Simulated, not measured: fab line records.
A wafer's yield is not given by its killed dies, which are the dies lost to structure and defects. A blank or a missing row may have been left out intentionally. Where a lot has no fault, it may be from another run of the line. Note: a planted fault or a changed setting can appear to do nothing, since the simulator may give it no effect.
Which tool was responsible? :: flow gf180mcu :: 39 wafers from 13 lots sampled at 2 of the route's 602 steps

WHAT EACH GAUGE READ, for each wafer
GF_V5_OVL_MEAS_15.
lot: L369
measured: day 26 22:28
on: overlay-02
V5_OVL (nm): -5 -4 5

lot: L372
measured: day 27 22:28
on: overlay-02
V5_OVL (nm): 1 2 -1

lot: L371
measured: day 28 02:59
on: overlay-01
V5_OVL (nm): -3 -5 0

lot: L373
measured: day 28 05:10
on: overlay-02
V5_OVL (nm): -1 -5 -2

lot: L375
measured: day 29 11:16
on: overlay-02
V5_OVL (nm): 4 -1 -1

lot: L376
measured: day 29 12:44
on: overlay-02
V5_OVL (nm): 2 2 -1

lot: L380
measured: day 30 14:52
on: overlay-02
V5_OVL (nm): -4 -2 -5

lot: L381
measured: day 30 22:49
on: overlay-02
V5_OVL (nm): 3 -1 -5

lot: L385
measured: day 31 21:38
on: overlay-01
V5_OVL (nm): 8 9 7

lot: L387
measured: day 32 09:59
on: overlay-01
V5_OVL (nm): 1 -3 -8

lot: L388
measured: day 32 13:14
on: overlay-02
V5_OVL (nm): 0 11 8

lot: L390
measured: day 33 05:58
on: overlay-02
V5_OVL (nm): 3 2 2

lot: L392
measured: day 33 15:25
on: overlay-02
V5_OVL (nm): -1 0 -2

WHICH TOOL RAN EACH LOT (tool, then ch and the chambers of the sampled wafers, then the start)
lot: L369
GF_M2_SPUTTER_00: pvdSputter-03, day 17 20:56

lot: L372
GF_M2_SPUTTER_00: pvdSputter-02, day 18 23:11

lot: L371
GF_M2_SPUTTER_00: pvdSputter-03, day 19 06:17

lot: L373
GF_M2_SPUTTER_00: pvdSputter-03, day 19 09:54

lot: L375
GF_M2_SPUTTER_00: pvdSputter-02, day 20 21:25

lot: L376
GF_M2_SPUTTER_00: pvdSputter-03, day 20 23:17

lot: L380
GF_M2_SPUTTER_00: pvdSputter-02, day 22 07:43

lot: L381
GF_M2_SPUTTER_00: pvdSputter-04, day 22 15:22

lot: L385
GF_M2_SPUTTER_00: pvdSputter-03, day 24 00:12

lot: L387
GF_M2_SPUTTER_00: pvdSputter-02, day 24 14:40

lot: L388
GF_M2_SPUTTER_00: pvdSputter-02, day 24 20:14

lot: L390
GF_M2_SPUTTER_00: pvdSputter-04, day 25 18:02

lot: L392
GF_M2_SPUTTER_00: pvdSputter-03, day 26 05:58
- GF_M2_SPUTTER_00: material Ti, target thk 37.5 nm, time 150 s.

AS READ BY THE TOOLS THEMSELVES (means over the sampled wafers that have a number; for cases with no such wafer, the mark the record gives instead)
GF_M2_SPUTTER_00.
lot: L369
tool: pvdSputter-03
cathodeDcPowerW (W): 4000.2
throttleValvePct (%): 29.3

lot: L372
tool: pvdSputter-02
cathodeDcPowerW (W): 4000.0
throttleValvePct (%): 30.6

lot: L371
tool: pvdSputter-03
cathodeDcPowerW (W): 3999.5
throttleValvePct (%): 28.9

lot: L373
tool: pvdSputter-03
cathodeDcPowerW (W): 4000.0
throttleValvePct (%): 29.7

lot: L375
tool: pvdSputter-02
cathodeDcPowerW (W): 4000.2
throttleValvePct (%): 31.0

lot: L376
tool: pvdSputter-03
cathodeDcPowerW (W): 4000.6
throttleValvePct (%): 28.6

lot: L380
tool: pvdSputter-02
cathodeDcPowerW (W): 3999.5
throttleValvePct (%): 30.6

lot: L381
tool: pvdSputter-04
cathodeDcPowerW (W): 4000.0
throttleValvePct (%): 29.9

lot: L385
tool: pvdSputter-03
cathodeDcPowerW (W): 3999.5
throttleValvePct (%): 29.4

lot: L387
tool: pvdSputter-02
cathodeDcPowerW (W): 3999.8
throttleValvePct (%): 30.9

lot: L388
tool: pvdSputter-02
cathodeDcPowerW (W): 3999.8
throttleValvePct (%): 30.4

lot: L390
tool: pvdSputter-04
cathodeDcPowerW (W): 4000.0
throttleValvePct (%): 29.4

lot: L392
tool: pvdSputter-03
cathodeDcPowerW (W): 4000.4
throttleValvePct (%): 28.5

THE ANSWER, worked out from the rows above alone
Rule: the usual values come from the lots themselves. Put in order of their means at a reading, lots are off if they are a third of the lots or fewer, leave a main group of 4 or more, and stand apart from it by a gap of 3 or more times the standard deviation of the main group's means; of several such gaps the widest counts. A main group is skipped when, at the precision printed for the reading in the tables above, its means are all equal. A lot without any number at a reading at which 4 lots or more have one is off too. Where the step has rows for the other lots, those lots are counted as sound. First the gauges in route order, then the tools' own readings, where a lot's mean is used as printed above. At the first step where some lot is off, the reading lying furthest off is the one used; lots without a number count as furthest.
Across all readings shown, no lot is off: no conclusion can be drawn from this.

WHAT THE SIMULATOR HAD INSERTED
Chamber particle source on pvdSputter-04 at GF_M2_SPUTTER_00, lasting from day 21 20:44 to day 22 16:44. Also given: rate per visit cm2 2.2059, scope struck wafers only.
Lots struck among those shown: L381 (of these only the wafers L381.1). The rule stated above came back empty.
